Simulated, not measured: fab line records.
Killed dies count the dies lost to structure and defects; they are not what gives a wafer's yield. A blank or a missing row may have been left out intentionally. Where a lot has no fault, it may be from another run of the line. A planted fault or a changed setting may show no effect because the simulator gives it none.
Which tool did it? + flow gf180mcu + 13 lots with 39 wafers sampled at 3 steps, on a route of 602 steps

## WHAT THE GAUGES READ, wafer by wafer
GF_DUAL_GATE_THK_MEAS_03.
| lot  | measured     | on            | DUAL_GATE_OXIDATION_00_THK (nm) |
|------|--------------|---------------|---------------------------------|
| L808 | day 7 16:47  | film_metro-02 | 10.89 10.90 10.90               |
| L809 | day 7 23:58  | film_metro-04 | 11.37 11.25 11.15               |
| L810 | day 8 05:17  | film_metro-02 | 11.41 11.10 11.35               |
| L812 | day 8 16:07  | film_metro-04 | 11.04 11.05 11.08               |
| L813 | day 9 02:00  | film_metro-02 | 11.30 11.31 11.24               |
| L814 | day 9 09:01  | film_metro-02 | 10.92 10.95 11.07               |
| L815 | day 9 13:29  | film_metro-02 | 11.09 11.10 10.93               |
| L816 | day 10 02:35 | film_metro-02 | 10.77 10.59 10.66               |
| L817 | day 10 10:01 | film_metro-02 | 10.90 10.96 10.92               |
| L820 | day 11 02:59 | film_metro-03 | 10.47 10.74 10.43               |
| L821 | day 11 06:50 | film_metro-02 | 10.34 10.49 10.47               |
| L822 | day 11 10:15 | film_metro-03 | 11.17 11.00 11.02               |
| L824 | day 12 03:58 | film_metro-04 | 10.36 10.32 10.23               |

GF_NSD_TW_MEAS_12.
| lot  | measured     | on            | NSD_TW         |
|------|--------------|---------------|----------------|
| L808 | day 13 07:47 | film_metro-01 | 4244 4263 4253 |
| L809 | day 13 16:46 | film_metro-04 | 4267 4297 4273 |
| L810 | day 14 00:32 | film_metro-04 | 4217 4219 4218 |
| L812 | day 14 13:16 | film_metro-01 | 4262 4255 4264 |
| L813 | day 15 02:33 | film_metro-01 | 4225 4228 4237 |
| L814 | day 15 10:52 | film_metro-04 | 4218 4255 4250 |
| L815 | day 15 19:17 | film_metro-02 | 4348 4397 4353 |
| L816 | day 16 05:22 | film_metro-02 | 4317 4333 4322 |
| L817 | day 16 15:21 | film_metro-01 | 4247 4236 4230 |
| L820 | day 17 13:57 | film_metro-02 | 4354 4353 4340 |
| L821 | day 17 21:40 | film_metro-02 | 4355 4332 4368 |
| L822 | day 17 23:13 | film_metro-02 | 4324 4349 4318 |
| L824 | day 19 04:16 | film_metro-04 | 4257 4260 4268 |

## TOOL THAT RAN EACH LOT (tool first, then ch and the chambers of the sampled wafers, then the start)
| lot  | GF_DUAL_GATE_OXIDATION_02     |
|------|-------------------------------|
| L808 | furnace-01 ch 0, day 7 15:20  |
| L809 | furnace-02 ch 0, day 7 22:31  |
| L810 | furnace-02 ch 0, day 8 03:49  |
| L812 | furnace-01 ch 0, day 8 14:39  |
| L813 | furnace-02 ch 0, day 9 00:32  |
| L814 | furnace-02 ch 0, day 9 07:34  |
| L815 | furnace-01 ch 0, day 9 12:02  |
| L816 | furnace-02 ch 0, day 10 01:08 |
| L817 | furnace-02 ch 0, day 10 08:33 |
| L820 | furnace-01 ch 0, day 11 01:31 |
| L821 | furnace-01 ch 0, day 11 05:23 |
| L822 | furnace-02 ch 0, day 11 08:49 |
| L824 | furnace-01 ch 0, day 12 02:31 |
- GF_DUAL_GATE_OXIDATION_02: stabilise 600 s, purge 300 s, target thk 10.887 nm.

## AS READ BY THE TOOLS THEMSELVES (means over the sampled wafers that have a number; for cases with no such wafer, the mark the record gives instead)
GF_DUAL_GATE_OXIDATION_02.
| lot  | tool       | spike_tc_lower_C (C) | spike_tc_top_C (C) | spike_tc_upper_C (C) | tube_center_temp_C (C) | tube_center_temp_C_max | zone_power_centre_pct (%) |
|------|------------|----------------------|--------------------|----------------------|------------------------|------------------------|---------------------------|
| L808 | furnace-01 | 901.1                | 910.5              | 898.9                | 899.98                 | 902.1                  | 17.6                      |
| L809 | furnace-02 | 901.4                | 914.0              | 900.0                | 900.03                 | 902.4                  | 16.9                      |
| L810 | furnace-02 | 901.1                | 915.8              | 900.6                | 900.01                 | 902.5                  | 16.9                      |
| L812 | furnace-01 | 900.9                | 910.9              | 899.8                | 899.97                 | 902.3                  | 17.7                      |
| L813 | furnace-02 | 900.8                | 915.1              | 900.6                | 899.99                 | 902.2                  | 16.9                      |
| L814 | furnace-02 | 901.8                | 915.4              | 900.7                | 900.03                 | 902.6                  | 16.9                      |
| L815 | furnace-01 | 901.3                | 911.0              | 898.5                | 899.87                 | 902.0                  | 17.8                      |
| L816 | furnace-02 | 901.7                | 916.1              | 899.2                | 899.98                 | 902.3                  | 17.1                      |
| L817 | furnace-02 | 901.1                | 916.1              | 899.9                | 899.97                 | 902.3                  | 17.0                      |
| L820 | furnace-01 | 896.2                | 906.0              | 893.0                | 895.14                 | 898.0                  | 17.7                      |
| L821 | furnace-01 | 896.2                | 906.4              | 893.2                | 895.16                 | 897.8                  | 17.6                      |
| L822 | furnace-02 | 901.2                | 914.9              | 899.0                | 900.04                 | 902.2                  | 17.1                      |
| L824 | furnace-01 | 895.2                | 906.1              | 894.3                | 895.18                 | 897.3                  | 17.4                      |

## THE ANSWER, worked out from the rows above alone
Rule: what is usual is taken from the lots themselves. Put in order of their means at a reading, lots are off if they are a third of the lots or fewer, leave a main group of 4 or more, and stand apart from it by a gap of 3 or more times the standard deviation of the main group's means; of several such gaps the widest counts. Not used: any main group whose means are identical at the precision the tables above print for the reading. A lot without any number at a reading at which 4 lots or more have one is off too. The other lots that the step has rows for count as sound. The gauges are gone through in route order, then the tools' own readings, and for those a lot's mean is taken as printed above. At the first step where some lot is off, the reading lying furthest off is the one used; lots without a number count as furthest.
Off, at GF_DUAL_GATE_OXIDATION_02 on tube_center_temp_C: L820, L821, L824. Main group: mean 899.99 C, sd 0.046.
If a tool, at that step or one of the process steps before it, ran each lot that is off and ran no sound lot following the first of them, it fits. One fits: GF_DUAL_GATE_OXIDATION_02 on furnace-01. A fault onset in the window from L815 (day 9 12:02, its last sound lot) to L820 (day 11 01:31, its first lot off) fits.
The tool's own readings at GF_DUAL_GATE_OXIDATION_02 bear it out: on the lots that are off they differ by more than 5 times the standard deviation of the sound lots' means. spike_tc_lower_C reads 895.9 C there against 901.2 C on the sound lots; spike_tc_upper_C reads 893.5 C there against 899.7 C on the sound lots; tube_center_temp_C reads 895.16 C there against 899.99 C on the sound lots; tube_center_temp_C_max reads 897.7 there against 902.3 on the sound lots.

## WHAT HAD BEEN PUT IN BY THE SIMULATOR
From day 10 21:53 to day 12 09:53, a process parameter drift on furnace-01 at GF_DUAL_GATE_OXIDATION_02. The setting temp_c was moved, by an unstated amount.
Shown lots that were struck: L820, L821, L824. The same result came from the rule above.
